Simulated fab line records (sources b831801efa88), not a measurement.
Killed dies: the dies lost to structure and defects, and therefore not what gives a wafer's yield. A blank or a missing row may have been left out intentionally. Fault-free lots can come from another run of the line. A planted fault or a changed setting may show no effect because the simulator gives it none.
Lot-split experiment :: flow sky130 :: route with 708 steps; 5 lots, 23 wafers read

## ON THE SPLIT
At SKY_CAP2M_EXPOSE_09 (exposes mask CAP2M, target cd 1000 nm), the setting dose mj was moved away from the recipe's 159 on 4 of the 23 wafers read, by -4.2% to +2.3%. This setting was run at the recipe's value on the other wafers.

## BETWEEN THE SPLIT AND THE READING: the file shows 1 step in between
- SKY_CAP2M_PEB_10

## THE READING
CAP2M.cd nm (the simulator's own value, which no gauge read), in nm, at SKY_CAP2M_DEVELOP_11 (develop time 61.15 s). The file gives no usual value for it. The 19 wafers here that ran the recipe average 997.7 nm, standard deviation 1.5 nm.

wafer: L074.1
tool, chamber at the split: iline stepper-02, 0
dose mj as run: 159
against the recipe: recipe
CAP2M.cd nm, nm: 994.9
against lot-mates on the recipe: -

wafer: L074.2
tool, chamber at the split: iline stepper-02, 0
dose mj as run: 159
against the recipe: recipe
CAP2M.cd nm, nm: 997.9
against lot-mates on the recipe: -

wafer: L074.3
tool, chamber at the split: iline stepper-02, 0
dose mj as run: 159
against the recipe: recipe
CAP2M.cd nm, nm: 995.8
against lot-mates on the recipe: -

wafer: L074.4
tool, chamber at the split: iline stepper-02, 0
dose mj as run: 159
against the recipe: recipe
CAP2M.cd nm, nm: 997.5
against lot-mates on the recipe: -

wafer: L074.6
tool, chamber at the split: iline stepper-02, 0
dose mj as run: 159
against the recipe: recipe
CAP2M.cd nm, nm: 999.4
against lot-mates on the recipe: -

wafer: L077.1
tool, chamber at the split: iline stepper-02, 0
dose mj as run: 159
against the recipe: recipe
CAP2M.cd nm, nm: 999
against lot-mates on the recipe: -

wafer: L077.3
tool, chamber at the split: iline stepper-02, 0
dose mj as run: 159
against the recipe: recipe
CAP2M.cd nm, nm: 999
against lot-mates on the recipe: -

wafer: L077.2
tool, chamber at the split: iline stepper-02, 0
dose mj as run: 152.4
against the recipe: -4.2%
CAP2M.cd nm, nm: 1012
against lot-mates on the recipe: +12.7

wafer: L077.5
tool, chamber at the split: iline stepper-02, 0
dose mj as run: 152.4
against the recipe: -4.2%
CAP2M.cd nm, nm: 1012
against lot-mates on the recipe: +12.7

wafer: L077.4
tool, chamber at the split: iline stepper-02, 0
dose mj as run: 159
against the recipe: recipe
CAP2M.cd nm, nm: 1000
against lot-mates on the recipe: -

wafer: L079.1
tool, chamber at the split: iline stepper-02, 0
dose mj as run: 159
against the recipe: recipe
CAP2M.cd nm, nm: 995.8
against lot-mates on the recipe: -

wafer: L079.4
tool, chamber at the split: iline stepper-02, 0
dose mj as run: 159
against the recipe: recipe
CAP2M.cd nm, nm: 997.2
against lot-mates on the recipe: -

wafer: L079.5
tool, chamber at the split: iline stepper-02, 0
dose mj as run: 159
against the recipe: recipe
CAP2M.cd nm, nm: 996.4
against lot-mates on the recipe: -

wafer: L080.1
tool, chamber at the split: iline stepper-02, 0
dose mj as run: 159
against the recipe: recipe
CAP2M.cd nm, nm: 999.3
against lot-mates on the recipe: -

wafer: L080.2
tool, chamber at the split: iline stepper-02, 0
dose mj as run: 159
against the recipe: recipe
CAP2M.cd nm, nm: 995.9
against lot-mates on the recipe: -

wafer: L080.4
tool, chamber at the split: iline stepper-02, 0
dose mj as run: 159
against the recipe: recipe
CAP2M.cd nm, nm: 1000
against lot-mates on the recipe: -

wafer: L080.5
tool, chamber at the split: iline stepper-02, 0
dose mj as run: 159
against the recipe: recipe
CAP2M.cd nm, nm: 997.6
against lot-mates on the recipe: -

wafer: L080.6
tool, chamber at the split: iline stepper-02, 0
dose mj as run: 159
against the recipe: recipe
CAP2M.cd nm, nm: 998.1
against lot-mates on the recipe: -

wafer: L085.1
tool, chamber at the split: iline stepper-02, 0
dose mj as run: 159
against the recipe: recipe
CAP2M.cd nm, nm: 999.1
against lot-mates on the recipe: -

wafer: L085.2
tool, chamber at the split: iline stepper-02, 0
dose mj as run: 159
against the recipe: recipe
CAP2M.cd nm, nm: 996.3
against lot-mates on the recipe: -

wafer: L085.3
tool, chamber at the split: iline stepper-02, 0
dose mj as run: 162.6
against the recipe: +2.3%
CAP2M.cd nm, nm: 991.7
against lot-mates on the recipe: -5.6

wafer: L085.4
tool, chamber at the split: iline stepper-02, 0
dose mj as run: 159
against the recipe: recipe
CAP2M.cd nm, nm: 996.6
against lot-mates on the recipe: -

wafer: L085.6
tool, chamber at the split: iline stepper-02, 0
dose mj as run: 162.6
against the recipe: +2.3%
CAP2M.cd nm, nm: 988.6
against lot-mates on the recipe: -8.7

FIT RESULTS
A straight line over all 23 wafers: CAP2M.cd nm changes by -3.42 nm for each +1% of dose mj; r = -0.95; the points scatter about the line by 1.5 nm.
The same after taking each lot's own level away (the mean of its wafers on the recipe; 23 wafers): -3.08 nm for each +1%; r = -0.96; scatter 1.3 nm.
On that fit, the largest move of dose mj shifts the reading by 13 nm.
The span of the lots' own levels, 996.47 to 999.33 nm, comes to 1.9 times the standard deviation stated above.
In other words, the slope is changed by the lot-to-lot level; the two fits disagree.
Check: with one of the wafers moved furthest among these (-4.2%) left out of the fit, the line predicts +12.8 nm for it against its lot-mates. Against them it came out at +12.7 nm.

## THE OTHER SPLITS THESE WAFERS WENT THROUGH
These wafers also went through other splits before the reading. Each is held against what the fit with the lots' levels taken away leaves over:
other split on the same wafers: SKY_CAP2M_SPUTTER_02 time s
wafers away from the commonest value: 10
r with CAP2M.cd nm (lot level and that fit taken away): +0.05

## THE FILE'S OWN FIT
CAP2M.cd nm changes by -3.09 nm for each +1% of dose mj, r = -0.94.
